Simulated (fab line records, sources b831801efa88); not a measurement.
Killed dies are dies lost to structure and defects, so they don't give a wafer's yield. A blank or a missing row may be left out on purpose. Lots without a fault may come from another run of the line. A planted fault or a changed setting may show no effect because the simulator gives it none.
A struck lot beside a sound one | flow sky130 | 17 steps out of a route of 708
Sound: wafers L983.1, L983.2, L983.4. Struck: wafers L989.2, L989.4, L989.6. The cause comes at the end.
At each step with rows: each side's tool, then ch and its chambers, then its first start. Under that, the readings that differ: sound wafers | struck wafers | difference of the means | sigmas: that difference in standard deviations of wafers without a fault.
alike: readings whose means differ by less than 2 such deviations, and words and numbers that are the same on both sides. not compared: withheld readings, readings that some wafer has no value for, bounds like >300 that may hide the same value, and numbers for which the record gives no deviation and whose values overlap.
The two part at a step that has a row with sigmas, a row that says differs or no value, or rows on one side only. Numbers that don't overlap but have no deviation are shown without sigmas and don't part them. A reading that every wafer of one side lacks parts them only if that side has two wafers or more.

first, 1 step without rows for these wafers: SKY_LDD_N_IMPLANT_15.
SKY_LDD_N_STRIP_16: strips in O2/N2.
  sound on plasma_asher-02 ch 0,1, day 18 01:27; struck on plasma_asher-01 ch 0,1, day 20 07:19
  reading               | sound             | struck            | difference | sigmas
  oes_product_au (a.u.) | 0.407 0.409 0.409 | 0.394 0.405 0.398 | -0.009     | -2
  alike: drypump_motor_current_A, strip_time_to_endpoint_s
  not compared: rf_hours_counter_h
SKY_LDD_N_TW_MEAS_17:
  sound on film_metro-02, day 18 01:33; struck on film_metro-01, day 20 07:25
  alike: LDD_N_TW
then, 7 steps without rows for these wafers: SKY_LDD_P_DEHYDRATE_00 (time 60 s); SKY_LDD_P_HMDS_01 (prime time 60 s); SKY_LDD_P_COAT_02 (resist thk 1140 nm); SKY_LDD_P_SOFTBAKE_03 (time 60 s); SKY_LDD_P_EXPOSE_04 (exposes mask PSDM, target cd 380 nm); SKY_LDD_P_PEB_05; SKY_LDD_P_DEVELOP_06 (develop time 60 s).
SKY_LDD_P_CD_MEAS_07: target cd 380 nm.
  sound on cd_sem-01, day 19 07:46; struck on cd_sem-01, day 21 14:08
  alike: cd_nm
SKY_LDD_P_OVL_MEAS_08:
  sound on overlay-02, day 19 07:53; struck on overlay-02, day 21 14:14
  alike: LDD_P_OVL
SKY_LDD_P_IMPLANT_09:
  sound on implanter-01 ch 0, day 19 07:56; struck on implanter-02 ch 0, day 21 14:18
  reading            | sound                           | struck                        | difference | sigmas
  dose_ions_cm2      | 1.001e+13 1.0011e+13 1.0012e+13 | 7.933e+12 7.933e+12 7.924e+12 | -2.081e+12 | -99 or more
  faraday_current_uA | 58.1 57.5 56.8                  | 45.5 43.3 44.5                | -13.0      | -12
  alike: end_station_pressure_torr
SKY_LDD_P_STRIP_10: strips in O2/N2.
  sound on plasma_asher-01 ch 0,1, day 19 08:05; struck on plasma_asher-03 ch 0,1, day 21 14:25
  alike: drypump_motor_current_A, oes_product_au, strip_time_to_endpoint_s
  not compared: rf_hours_counter_h
SKY_LDD_P_TW_MEAS_11:
  sound on film_metro-01, day 19 08:11; struck on film_metro-01, day 21 14:32
  reading  | sound       | struck      | difference | sigmas
  LDD_P_TW | 643 643 644 | 593 592 596 | -50        | -11
then, 1 step without rows for these wafers: SKY_LDD_HVN_DEHYDRATE_00 (time 60 s).
-- the record jumps here: 26 days lie between the struck wafers' starts before and after (it left off in module LDD_HVN and takes up again in module PAD_OPEN, whose first step shown is number 708 of the route) --
SKY_PAD_OPEN_PROBE_99:
  sound on prober-02, day 46 01:33; struck on prober-01, day 47 11:38
  reading                     | sound          | struck         | difference | sigmas
  model.etest.tip_p.rs_ohm_sq | 6916 6970 6944 | 8239 8264 8247 | +1307      |
  alike: killed_at_M0_to_M3, killed_at_M4_up, killed_at_contacts, killed_at_front_end, killed_at_other, killed_dies, killed_open, killed_short

WHERE THEY PART
First at SKY_LDD_N_STRIP_16; last, within this record, at SKY_LDD_P_TW_MEAS_11. Later steps at which nothing parts them and some readings are alike: SKY_PAD_OPEN_PROBE_99.

WHY: what the simulator had put in
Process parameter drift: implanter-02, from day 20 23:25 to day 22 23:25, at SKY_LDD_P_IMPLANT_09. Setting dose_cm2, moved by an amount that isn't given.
